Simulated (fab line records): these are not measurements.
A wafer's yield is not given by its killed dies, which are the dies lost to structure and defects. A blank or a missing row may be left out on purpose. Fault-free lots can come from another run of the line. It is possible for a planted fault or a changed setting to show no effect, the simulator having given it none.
Commonality check across tools + flow gf180mcu + 13 lots, 39 wafers sampled

== THE REASON FOR OPENING IT ==
3 of 13 lots carry a flag on the reading HV_LDD_CVD_54_THK at GF_HV_LDD_THK_MEAS_55. No-fault wafers: 10.03 nm, standard deviation 0.14.
Rule: flag the lot when none of its wafers has a number, or when each of its wafers that has one lies beyond 4 standard deviations from that mean. As for the other lots, they are considered sound.

| lot  | measured     | on            | HV_LDD_CVD_54_THK (nm), wafer by wafer | flag    |
|------|--------------|---------------|----------------------------------------|---------|
| L476 | day 13 02:28 | film-metro-01 | 10.12 10.08 10.14                      |         |
| L477 | day 13 04:58 | film-metro-04 | 10.09 10.06 10.15                      |         |
| L479 | day 13 21:08 | film-metro-04 | 9.92 10.08 9.99                        |         |
| L480 | day 14 10:10 | film-metro-01 | 10.20 10.24 10.13                      |         |
| L481 | day 14 13:09 | film-metro-04 | 10.09 10.12 10.05                      |         |
| L482 | day 15 09:07 | film-metro-03 | 9.95 9.84 9.88                         |         |
| L484 | day 15 16:35 | film-metro-01 | 10.27 10.10 10.22                      |         |
| L486 | day 16 05:07 | film-metro-04 | 3.50 3.50 3.48                         | FLAGGED |
| L487 | day 16 19:33 | film-metro-03 | 3.48 3.49 3.40                         | FLAGGED |
| L488 | day 17 02:50 | film-metro-03 | 3.48 3.49 3.50                         | FLAGGED |
| L496 | day 19 22:58 | film-metro-04 | 9.99 9.95 10.04                        |         |
| L497 | day 20 02:24 | film-metro-03 | 9.82 9.88 9.87                         |         |
| L498 | day 20 08:46 | film-metro-03 | 10.01 10.07 10.00                      |         |
The mean of the flagged lots' numbers is 3.48 nm, -6.55 nm from the usual (-47 standard deviations).

== WHICH TOOL EACH LOT WENT THROUGH ==
The record holds 2 process steps before the reading, out of a route of 602 steps. Every cell lists first the tool, next ch and the chambers used by the sampled wafers, and last the start.
| lot  | flag    | GF_VT_IMPLANT_STRIP_20               | GF_HV_LDD_CVD_54            |
|------|---------|--------------------------------------|-----------------------------|
| L476 |         | plasma-asher-03 ch 0,1, day 6 15:07  | lpcvd-02 ch 0, day 13 01:26 |
| L477 |         | plasma-asher-03 ch 0,1, day 6 19:01  | lpcvd-02 ch 0, day 13 03:56 |
| L479 |         | plasma-asher-04 ch 0,1, day 7 09:52  | lpcvd-01 ch 0, day 13 20:07 |
| L480 |         | plasma-asher-03 ch 0,1, day 7 15:47  | lpcvd-02 ch 1, day 14 09:07 |
| L481 |         | plasma-asher-03 ch 0,1, day 7 19:49  | lpcvd-02 ch 1, day 14 12:08 |
| L482 |         | plasma-asher-04 ch 0,1, day 8 10:25  | lpcvd-01 ch 1, day 15 08:05 |
| L484 |         | plasma-asher-01 ch 0,1, day 8 18:45  | lpcvd-02 ch 0, day 15 15:32 |
| L486 | FLAGGED | plasma-asher-01 ch 0,1, day 9 04:18  | lpcvd-02 ch 1, day 16 03:34 |
| L487 | FLAGGED | plasma-asher-03 ch 0,1, day 9 15:55  | lpcvd-02 ch 1, day 16 18:32 |
| L488 | FLAGGED | plasma-asher-03 ch 0,1, day 9 20:28  | lpcvd-02 ch 1, day 17 01:49 |
| L496 |         | plasma-asher-03 ch 0, day 11 22:28   | lpcvd-02 ch 1, day 19 21:56 |
| L497 |         | plasma-asher-04 ch 0,1, day 12 05:19 | lpcvd-02 ch 0, day 20 01:22 |
| L498 |         | plasma-asher-03 ch 0,1, day 12 10:34 | lpcvd-02 ch 1, day 20 07:44 |
What is done by these steps:
- GF_VT_IMPLANT_STRIP_20: strips in O2/N2.
- GF_HV_LDD_CVD_54: deposits SiO2 from TEOS, target thk 10 nm, time 75 s.
- GF_HV_LDD_THK_MEAS_55

== FLAGGED OVER TOTAL, TOOL BY TOOL (the gauges that took the reading come last) ==
| step                   | tool            | lots run | flagged | share of the flagged lots | sound lots run after its first flagged lot |
|------------------------|-----------------|----------|---------|---------------------------|--------------------------------------------|
| GF_VT_IMPLANT_STRIP_20 | plasma-asher-01 | 2        | 1       | some                      | 0                                          |
| GF_VT_IMPLANT_STRIP_20 | plasma-asher-03 | 8        | 2       | some                      | 2 (L496,L498)                              |
| GF_VT_IMPLANT_STRIP_20 | plasma-asher-04 | 3        | 0       | none                      | -                                          |
| GF_HV_LDD_CVD_54       | lpcvd-01        | 2        | 0       | none                      | -                                          |
| GF_HV_LDD_CVD_54       | lpcvd-02        | 11       | 3       | all                       | 3 (L496,L497,L498)                         |
| GF_HV_LDD_THK_MEAS_55  | film-metro-01   | 3        | 0       | none                      | -                                          |
| GF_HV_LDD_THK_MEAS_55  | film-metro-03   | 5        | 2       | some                      | 2 (L497,L498)                              |
| GF_HV_LDD_THK_MEAS_55  | film-metro-04   | 5        | 1       | some                      | 1 (L496)                                   |

== WHAT IS ALLOWED BY THE TABLE ==
All flagged lots share 1 row of the table, namely lpcvd-02 at GF_HV_LDD_CVD_54.
- lpcvd-02 at GF_HV_LDD_CVD_54 ran 11 lots, 3 of them flagged. Lots that were sound ran on it after the first flagged one (L496, L497, L498); a persistent fault on the entire tool would not allow that.
No row of the table ran every flagged lot and no sound lot after the first.

== WHAT THE SIMULATOR HAD INSERTED ==
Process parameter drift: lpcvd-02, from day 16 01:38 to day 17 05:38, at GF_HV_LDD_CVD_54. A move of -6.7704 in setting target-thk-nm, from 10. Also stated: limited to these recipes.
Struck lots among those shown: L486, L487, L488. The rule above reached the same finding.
